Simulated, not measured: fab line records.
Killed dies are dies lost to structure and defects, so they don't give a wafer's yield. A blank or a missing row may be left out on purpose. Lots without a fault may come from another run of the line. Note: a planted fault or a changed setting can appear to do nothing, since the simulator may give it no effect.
Lot-split experiment / flow sfq-line / 23 wafers read from 5 lots, route of 325 steps

ABOUT THE SPLIT
At SFQ_TRILAYER_JJ_TRILAYER_DEP_SPUTTER_110 (material Al, target thk 8 nm, time 10 s), the setting time-s was moved away from the recipe's 10 s on 10 of the 23 wafers read, by -10.9% to +6.5%. The other wafers ran this setting at the recipe's value.

The split's own step is where the reading is taken.

THE READING
Al_of_TRILAYER_JJ_TRILAYER_DEP_SPUTTER_110.thk-nm (the simulator's own value, which no gauge read), in nm, at SFQ_TRILAYER_JJ_TRILAYER_DEP_SPUTTER_110 (material Al, target thk 8 nm, time 10 s). The file does not state a usual value for it. Average 8.065 nm, standard deviation 0.11 nm, over the 13 wafers here run with the recipe.

wafer=L074.1; tool, chamber at the split=pvd-sputter-04, -; time-s as run, s=10.65; against the recipe=+6.5%; Al_of_TRILAYER_JJ_TRILAYER_DEP_SPUTTER_110.thk-nm, nm=8.623; against lot-mates on the recipe=+0.527
wafer=L074.2; tool, chamber at the split=pvd-sputter-04, -; time-s as run, s=10; against the recipe=recipe; Al_of_TRILAYER_JJ_TRILAYER_DEP_SPUTTER_110.thk-nm, nm=8.288; against lot-mates on the recipe=-
wafer=L074.4; tool, chamber at the split=pvd-sputter-04, -; time-s as run, s=10; against the recipe=recipe; Al_of_TRILAYER_JJ_TRILAYER_DEP_SPUTTER_110.thk-nm, nm=8.089; against lot-mates on the recipe=-
wafer=L074.5; tool, chamber at the split=pvd-sputter-04, -; time-s as run, s=10.65; against the recipe=+6.5%; Al_of_TRILAYER_JJ_TRILAYER_DEP_SPUTTER_110.thk-nm, nm=8.55; against lot-mates on the recipe=+0.454
wafer=L074.6; tool, chamber at the split=pvd-sputter-04, -; time-s as run, s=10; against the recipe=recipe; Al_of_TRILAYER_JJ_TRILAYER_DEP_SPUTTER_110.thk-nm, nm=7.912; against lot-mates on the recipe=-
wafer=L075.1; tool, chamber at the split=pvd-sputter-06, -; time-s as run, s=9.004; against the recipe=-10.0%; Al_of_TRILAYER_JJ_TRILAYER_DEP_SPUTTER_110.thk-nm, nm=7.332; against lot-mates on the recipe=-0.782
wafer=L075.2; tool, chamber at the split=pvd-sputter-06, -; time-s as run, s=9.004; against the recipe=-10.0%; Al_of_TRILAYER_JJ_TRILAYER_DEP_SPUTTER_110.thk-nm, nm=7.36; against lot-mates on the recipe=-0.753
wafer=L075.3; tool, chamber at the split=pvd-sputter-06, -; time-s as run, s=10; against the recipe=recipe; Al_of_TRILAYER_JJ_TRILAYER_DEP_SPUTTER_110.thk-nm, nm=8.141; against lot-mates on the recipe=-
wafer=L075.4; tool, chamber at the split=pvd-sputter-06, -; time-s as run, s=10; against the recipe=recipe; Al_of_TRILAYER_JJ_TRILAYER_DEP_SPUTTER_110.thk-nm, nm=8.086; against lot-mates on the recipe=-
wafer=L075.6; tool, chamber at the split=pvd-sputter-06, -; time-s as run, s=9.004; against the recipe=-10.0%; Al_of_TRILAYER_JJ_TRILAYER_DEP_SPUTTER_110.thk-nm, nm=7.452; against lot-mates on the recipe=-0.662
wafer=L080.1; tool, chamber at the split=pvd-sputter-04, -; time-s as run, s=9.466; against the recipe=-5.3%; Al_of_TRILAYER_JJ_TRILAYER_DEP_SPUTTER_110.thk-nm, nm=7.63; against lot-mates on the recipe=-0.298
wafer=L080.2; tool, chamber at the split=pvd-sputter-04, -; time-s as run, s=9.466; against the recipe=-5.3%; Al_of_TRILAYER_JJ_TRILAYER_DEP_SPUTTER_110.thk-nm, nm=7.443; against lot-mates on the recipe=-0.485
wafer=L080.4; tool, chamber at the split=pvd-sputter-04, -; time-s as run, s=9.466; against the recipe=-5.3%; Al_of_TRILAYER_JJ_TRILAYER_DEP_SPUTTER_110.thk-nm, nm=7.439; against lot-mates on the recipe=-0.489
wafer=L080.5; tool, chamber at the split=pvd-sputter-04, -; time-s as run, s=10; against the recipe=recipe; Al_of_TRILAYER_JJ_TRILAYER_DEP_SPUTTER_110.thk-nm, nm=7.939; against lot-mates on the recipe=-
wafer=L080.6; tool, chamber at the split=pvd-sputter-04, -; time-s as run, s=10; against the recipe=recipe; Al_of_TRILAYER_JJ_TRILAYER_DEP_SPUTTER_110.thk-nm, nm=7.916; against lot-mates on the recipe=-
wafer=L083.3; tool, chamber at the split=pvd-sputter-04, -; time-s as run, s=10; against the recipe=recipe; Al_of_TRILAYER_JJ_TRILAYER_DEP_SPUTTER_110.thk-nm, nm=8.091; against lot-mates on the recipe=-
wafer=L083.4; tool, chamber at the split=pvd-sputter-04, -; time-s as run, s=10; against the recipe=recipe; Al_of_TRILAYER_JJ_TRILAYER_DEP_SPUTTER_110.thk-nm, nm=8.046; against lot-mates on the recipe=-
wafer=L083.6; tool, chamber at the split=pvd-sputter-04, -; time-s as run, s=10; against the recipe=recipe; Al_of_TRILAYER_JJ_TRILAYER_DEP_SPUTTER_110.thk-nm, nm=7.973; against lot-mates on the recipe=-
wafer=L085.2; tool, chamber at the split=pvd-sputter-04, -; time-s as run, s=8.909; against the recipe=-10.9%; Al_of_TRILAYER_JJ_TRILAYER_DEP_SPUTTER_110.thk-nm, nm=7.288; against lot-mates on the recipe=-0.832
wafer=L085.3; tool, chamber at the split=pvd-sputter-04, -; time-s as run, s=10; against the recipe=recipe; Al_of_TRILAYER_JJ_TRILAYER_DEP_SPUTTER_110.thk-nm, nm=8.072; against lot-mates on the recipe=-
wafer=L085.4; tool, chamber at the split=pvd-sputter-04, -; time-s as run, s=8.909; against the recipe=-10.9%; Al_of_TRILAYER_JJ_TRILAYER_DEP_SPUTTER_110.thk-nm, nm=7.258; against lot-mates on the recipe=-0.862
wafer=L085.5; tool, chamber at the split=pvd-sputter-04, -; time-s as run, s=10; against the recipe=recipe; Al_of_TRILAYER_JJ_TRILAYER_DEP_SPUTTER_110.thk-nm, nm=8.188; against lot-mates on the recipe=-
wafer=L085.6; tool, chamber at the split=pvd-sputter-04, -; time-s as run, s=10; against the recipe=recipe; Al_of_TRILAYER_JJ_TRILAYER_DEP_SPUTTER_110.thk-nm, nm=8.1; against lot-mates on the recipe=-

THE FIT
A straight line over all 23 wafers: Al_of_TRILAYER_JJ_TRILAYER_DEP_SPUTTER_110.thk-nm changes by +0.0752 nm for each +1% of time-s; r = +0.96; the points scatter about the line by 0.11 nm.
The same after taking each lot's own level away (the mean of its wafers on the recipe; 23 wafers): +0.0757 nm for each +1%; r = +0.98; scatter 0.077 nm.
According to that fit, moving time-s by its largest amount changes the reading by 0.83 nm.
Measured against the standard deviation above, the lots' own levels, which go from 7.9275 to 8.1200 nm, span 1.8 times it.
The two slopes are in agreement: the lot-to-lot level therefore moves the slope only a little.
Check: for one of the wafers moved furthest among these (-10.9%), held out of the fit, the line's prediction against its lot-mates is -0.827 nm. It came out at -0.832 nm against them.

ADDITIONAL SPLITS CARRIED BY THESE WAFERS
Before the reading, these wafers also passed through other splits. Each is held against what the fit with the lots' levels taken away leaves over:
other split on the same wafers=SFQ_TRILAYER_M4_DEP_SPUTTER_091 power-w; wafers away from the commonest value=6; r with Al_of_TRILAYER_JJ_TRILAYER_DEP_SPUTTER_110.thk-nm (lot level and that fit taken away)=+0.03
other split on the same wafers=SFQ_TRILAYER_M4_LITHO_PEB_096 peb-time-s; wafers away from the commonest value=9; r with Al_of_TRILAYER_JJ_TRILAYER_DEP_SPUTTER_110.thk-nm (lot level and that fit taken away)=+0.41
other split on the same wafers=SFQ_TRILAYER_I4_VIA_LITHO_COAT_103 spin-rpm; wafers away from the commonest value=4; r with Al_of_TRILAYER_JJ_TRILAYER_DEP_SPUTTER_110.thk-nm (lot level and that fit taken away)=+0.05
other split on the same wafers=SFQ_TRILAYER_I4_VIA_BARC_OPEN_VIA_ETCH_146 time-s; wafers away from the commonest value=11; r with Al_of_TRILAYER_JJ_TRILAYER_DEP_SPUTTER_110.thk-nm (lot level and that fit taken away)=+0.17

THE FILE'S OWN FIT
Al_of_TRILAYER_JJ_TRILAYER_DEP_SPUTTER_110.thk-nm changes by +0.0761 nm for each +1% of time-s, r = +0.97.
